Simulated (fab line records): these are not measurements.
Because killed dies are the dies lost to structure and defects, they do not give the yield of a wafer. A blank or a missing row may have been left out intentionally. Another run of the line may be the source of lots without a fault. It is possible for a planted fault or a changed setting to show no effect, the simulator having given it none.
fab line records ; flow sky130 ; part 2 of 2: steps 43 to 43 of 43
record lots=6; wafers=18; last_day=48
route steps=708 shown POLY_GATE@221 LDD_N@237 LDD_P@255 PAD_OPEN@708
lots untouched by any fault: they come from a run of this same line in which no faults occurred
start_h: hours from the record's opening day to when the first of the lot's shown wafers began ; wait_h: time in hours since the lot's previous step ; " same as the row above ; L1.1+2: a single row standing in for several wafers ; - no value, or no start was given ; * or withheld: withheld ; < > ~ a bound
route shown NAME@n: NAME is a module with steps in the file, n the number in the route of the first one ; usual: mean/standard deviation taken from wafers without a fault ; same: alike in all rows ; chamber/n: place in a boat ; sites: readings site by site ; _std_site: standard deviation across them ; _edge_site: inner sites' mean taken away from outer sites' mean ; radius_mm: how far each site lies from the wafer's centre ; mask NAME#n: copy n ; behind: the last tool/chamber to shape the wafer ; hold: why the lot was held/for how many hours/how that ended ; device: the n, p or np transistor that did not switch ; end of line: tests run on the same wafers once the route is complete ; a step with no rows: only its recipe ; killed: the dies lost at the first sort to structure and to defects; this is not the yield of the wafer ; map: shows each die of a wafer: x if killed, . if not, _ if none is there
set.NAME: the setting that was run; set.NAME@STEP: the one run at that earlier step ; model.NAME: the simulator's own value behind a step, which no gauge read
a table for each step, a row for each wafer; lots at some steps of the route
services: the hour from which a tool's chamber was out of use, counted from the record's first day as start_h (under 0 if before that day), plus the number of hours and why
## steps
# step SKY_PAD_OPEN_PROBE_99
# usual killed_at_M0_to_M3=44/6.9; killed_at_M4_up=3.3/2; killed_at_contacts=25/5.4; killed_at_front_end=16/4.6; killed_at_other=0.2/0.51; killed_dies=88/8.9; killed_open=48/6.8; killed_short=39/5.8
# same gross_dies=492; killed_at_back_side=0
lot.wafer;tool;chamber;start_h;wait_h;killed_at_M0_to_M3;killed_at_M4_up;killed_at_contacts;killed_at_front_end;killed_at_other;killed_dies;killed_open;killed_short;model.etest.diode_nwell_sub.leak_log10_a_cm2;model.etest.diode_dnwell_sub.leak_log10_a_cm2;model.etest.diode_pwell_dnwell.leak_log10_a_cm2;model.etest.diode_ndiff_pwell_hv.leak_log10_a_cm2;model.etest.diode_pdiff_nwell_hv.leak_log10_a_cm2;model.etest.diode_ndiff_pwell.leak_log10_a_cm2;model.etest.diode_pdiff_nwell.leak_log10_a_cm2;model.etest.nfet_16v.off_log10_a_um
L890.1;prober-02;-;1091.94;0.1;39;1;30;15;0;85;52;32;-7.335;-7.08;-7.635;-6.733;-6.364;-7.555;-7.484;-13.79
L890.2;prober-02;-;1091.99;0.1;44;0;21;13;0;78;45;33;-7.279;-7.427;-7.659;-6.856;-6.87;-7.232;-7.623;-13.75
L890.3;prober-02;-;1092.04;0.2;50;1;28;22;0;101;52;49;-7.482;-7.392;-7.524;-6.561;-6.407;-7.133;-7.409;-13.88
L889.2;prober-01;-;1094.51;0.1;51;4;25;12;0;92;53;39;-7.367;-7.425;-7.939;-6.645;-6.835;-7.358;-7.279;-13.91
L889.3;prober-01;-;1094.56;0.2;34;5;25;18;0;82;36;45;-7.37;-7.207;-7.544;-6.367;-6.642;-7.41;-7.314;-13.75
L889.4;prober-01;-;1094.61;0.2;44;5;27;12;1;89;50;39;-7.295;-6.997;-7.68;-6.676;-6.494;-7.49;-7.295;-13.96
L891.1;prober-01;-;1095.96;0.1;39;4;27;19;1;90;43;47;-7.101;-7.313;-7.375;-6.621;-6.785;-6.96;-7.177;-13.74
L891.2;prober-01;-;1096.01;0.1;42;5;23;15;0;85;41;44;-7.212;-7.207;-7.523;-6.403;-6.69;-7.35;-7.033;-13.76
L891.4;prober-01;-;1096.11;0.2;43;1;28;16;0;88;42;46;-7.579;-7.405;-7.446;-6.523;-6.583;-7.447;-7.105;-13.85
L895.2;prober-01;-;1122.22;0.1;44;3;25;15;0;87;44;42;-7.548;-7.233;-7.502;-6.766;-6.872;-7.325;-7.207;-13.74
L895.4;prober-01;-;1122.32;0.2;46;4;26;20;0;96;51;45;-7.134;-7.106;-7.457;-6.849;-6.778;-7.42;-7.16;-13.77
L895.5;prober-01;-;1122.37;0.2;42;1;20;21;0;84;49;34;-7.194;-7.251;-7.388;-6.554;-6.616;-7.236;-7.433;-13.9
L901.1;prober-01;-;1153.63;0.1;47;2;20;16;2;87;51;36;-6.017;-6.404;-6.943;-6.188;-6.453;-6.969;-6.711;-13.43
L901.4;prober-01;-;1153.78;0.2;44;1;16;16;0;77;47;30;-6.382;-6.337;-6.83;-6.261;-6.402;-7.088;-6.816;-13.62
L901.6;prober-01;-;1153.88;0.2;45;3;22;14;0;84;46;38;-6.575;-6.13;-6.694;-6.309;-6.372;-6.883;-7.031;-13.63
L903.2;prober-01;-;1163.44;0.1;41;3;30;23;0;97;57;40;-6.404;-6.476;-6.753;-6.314;-6.177;-6.811;-6.753;-13.51
L903.5;prober-01;-;1163.59;0.2;42;5;25;13;0;85;50;35;-6.206;-6.507;-6.759;-6.299;-6.316;-6.999;-6.94;-13.55
L903.6;prober-01;-;1163.64;0.2;54;4;24;14;0;96;45;51;-6.334;-6.674;-6.598;-6.42;-6.198;-7.019;-6.958;-13.31
# killed by level:class
L890.1 CONTACT:geometric_particle:open=11 LI_CONTACT:geometric_particle:open=9 VIA3:geometric_particle:open=7 VIA2:geometric_particle:open=7 METAL3:geometric_particle:short=6 POLY_GATE:geometric_particle:open=5 FIELD_ISO:geometric_particle:open=4 CONTACT:geometric_particle:short=4
L890.2 VIA1:geometric_particle:open=11 LI_CONTACT:geometric_particle:open=9 VIA2:geometric_particle:open=9 CONTACT:geometric_particle:open=5 METAL2:geometric_particle:short=5 FIELD_ISO:geometric_particle:short=4 VIA1:geometric_particle:short=4 METAL1:geometric_particle:short=4
L890.3 VIA1:geometric_particle:open=10 LI_CONTACT:geometric_particle:open=9 FIELD_ISO:geometric_particle:open=7 METAL2:geometric_particle:short=7 CONTACT:geometric_particle:open=6 VIA3:geometric_particle:open=6 METAL1:geometric_particle:short=5 VIA2:geometric_particle:open=5
L889.2 CONTACT:geometric_particle:open=15 VIA1:geometric_particle:open=11 VIA2:geometric_particle:open=9 METAL3:geometric_particle:short=7 VIA1:geometric_particle:short=5 LI_CONTACT:geometric_particle:open=4 METAL1:geometric_particle:short=4 VIA2:geometric_particle:short=4
L889.3 VIA1:geometric_particle:open=11 POLY_GATE:geometric_particle:short=10 CONTACT:geometric_particle:short=8 METAL1:geometric_particle:short=5 LOCAL_INTERCONNECT:geometric_particle:open=4 CONTACT:geometric_particle:open=4 VIA1:geometric_particle:short=4 FIELD_ISO:geometric_particle:short=3
L889.4 VIA1:geometric_particle:open=13 CONTACT:geometric_particle:open=10 LI_CONTACT:geometric_particle:open=8 VIA1:geometric_particle:short=8 VIA2:geometric_particle:open=6 METAL1:geometric_particle:short=4 VIA2:geometric_particle:short=4 VIA3:geometric_particle:open=4
L891.1 LOCAL_INTERCONNECT:geometric_particle:short=8 CONTACT:geometric_particle:short=8 METAL2:geometric_particle:short=8 FIELD_ISO:geometric_particle:open=6 LI_CONTACT:geometric_particle:open=6 VIA2:geometric_particle:open=5 POLY_GATE:geometric_particle:open=4 POLY_GATE:geometric_particle:short=4
L891.2 METAL2:geometric_particle:short=10 FIELD_ISO:geometric_particle:open=7 LI_CONTACT:geometric_particle:open=7 CONTACT:geometric_particle:short=6 VIA1:geometric_particle:open=6 VIA3:geometric_particle:short=6 CONTACT:geometric_particle:open=5 METAL1:geometric_particle:short=4
L891.4 LI_CONTACT:geometric_particle:open=9 VIA2:geometric_particle:open=9 VIA1:geometric_particle:short=8 CONTACT:geometric_particle:open=8 VIA1:geometric_particle:open=7 POLY_GATE:geometric_particle:short=6 METAL2:geometric_particle:short=6 METAL3:geometric_particle:short=6
L895.2 LOCAL_INTERCONNECT:geometric_particle:short=9 METAL1:geometric_particle:short=8 VIA1:geometric_particle:open=8 VIA3:geometric_particle:open=7 CONTACT:geometric_particle:open=6 VIA2:geometric_particle:open=6 FIELD_ISO:geometric_particle:open=5 FIELD_ISO:geometric_particle:short=5
L895.4 CONTACT:geometric_particle:open=12 VIA1:geometric_particle:open=9 FIELD_ISO:geometric_particle:open=8 VIA1:geometric_particle:short=8 FIELD_ISO:geometric_particle:short=6 VIA3:geometric_particle:open=5 LI_CONTACT:geometric_particle:open=5 VIA2:geometric_particle:short=5
L895.5 VIA1:geometric_particle:open=10 VIA2:geometric_particle:open=7 VIA3:geometric_particle:open=7 LI_CONTACT:geometric_particle:open=6 CONTACT:geometric_particle:open=6 CONTACT:geometric_particle:short=5 METAL2:geometric_particle:short=5 FIELD_ISO:geometric_particle:open=4
L901.1 VIA1:geometric_particle:open=15 CONTACT:geometric_particle:open=7 METAL2:geometric_particle:short=7 POLY_GATE:geometric_particle:open=6 LI_CONTACT:geometric_particle:open=5 VIA3:geometric_particle:open=5 VIA2:geometric_particle:open=4 FIELD_ISO:geometric_particle:open=3
L901.4 VIA1:geometric_particle:open=15 CONTACT:geometric_particle:open=8 POLY_GATE:geometric_particle:open=6 VIA2:geometric_particle:open=6 POLY_GATE:geometric_particle:short=5 LI_CONTACT:geometric_particle:open=4 VIA1:geometric_particle:short=4 METAL3:geometric_particle:short=3
L901.6 VIA1:geometric_particle:open=11 CONTACT:geometric_particle:open=8 VIA2:geometric_particle:open=7 VIA1:geometric_particle:short=6 METAL2:geometric_particle:short=6 POLY_GATE:geometric_particle:open=5 LOCAL_INTERCONNECT:geometric_particle:short=5 METAL1:geometric_particle:short=5
L903.2 VIA1:geometric_particle:open=14 CONTACT:geometric_particle:open=13 VIA3:geometric_particle:open=7 LI_CONTACT:geometric_particle:short=6 FIELD_ISO:geometric_particle:short=5 POLY_GATE:geometric_particle:open=5 LOCAL_INTERCONNECT:geometric_particle:short=5 FIELD_ISO:geometric_particle:open=4
L903.5 VIA1:geometric_particle:open=12 CONTACT:geometric_particle:open=10 LI_CONTACT:geometric_particle:open=7 VIA3:geometric_particle:open=7 VIA3:geometric_particle:short=6 FIELD_ISO:geometric_particle:short=5 METAL1:geometric_particle:short=5 FIELD_ISO:geometric_particle:open=4
L903.6 VIA1:geometric_particle:open=15 CONTACT:geometric_particle:short=8 METAL3:geometric_particle:short=7 VIA3:geometric_particle:open=6 LI_CONTACT:geometric_particle:open=6 VIA1:geometric_particle:short=6 VIA2:geometric_particle:short=6 VIA3:geometric_particle:short=6
## services
tool;chamber;start_h;hours;kind
rie_si-02;-;374.37;0.4;repair
rie_diel-03;3;393.12;-;clean
rie_diel-03;3;393.12;20.7;scheduled_down
rie_diel-03;3;393.12;20.7;vent_cycle
plasma_asher-01;-;404.60;1.0;repair
plasma_asher-02;-;421.25;9.0;pm
wet_bench-02;-;424.49;4.4;pm
wet_bench-02;-;433.74;0.9;repair
rie_si-01;-;452.92;28.1;pm
plasma_asher-02;-;466.15;2.8;pm
rie_diel-01;-;467.04;2.8;pm
rie_diel-01;-;483.97;1.0;repair
plasma_asher-02;-;484.95;15.1;pm
rie_si-01;1;494.41;10.2;repair
rie_diel-03;0;502.38;19.6;repair
rie_si-02;2;508.19;5.5;repair
plasma_asher-03;-;510.24;28.1;pm
wet_bench-02;-;515.21;3.2;repair
rie_si-01;0;524.33;-;clean
rie_si-01;0;524.33;32.4;scheduled_down
rie_si-01;0;524.33;32.4;vent_cycle
rie_diel-01;1;534.03;-;clean
rie_diel-01;1;534.03;16.7;scheduled_down
rie_diel-01;1;534.03;16.7;vent_cycle
## key
first_sign none at tools or gauges
model_effect step=SKY_PAD_OPEN_PROBE_99; value=etest.diode_nwell_sub.leak_log10_a_cm2; without=-7.184; struck=-6.32
met_at SKY_POLY_GATE_CLEAN_19
struck_wafers L901.1,L901.4,L901.6,L903.2,L903.5,L903.6
tester_left_out L901,L903
onset_between 434.02 492.72
also_fits time
fault kind=metallic_contamination_source; tool=wet_bench-03; chamber=-; onset_h=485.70; steps=SKY_POLY_GATE_CLEAN_19; rate_cm2_per_visit=3.1295e+11; species=metal_fe_cm2
# tester_left_out: of these lots the tester's yield and bins aren't shown, on N5 and GAA mostly nor the transistor test; their killed dies are dies lost to structure and defects alone, not to doping, threshold or leakage, so they don't give the yield
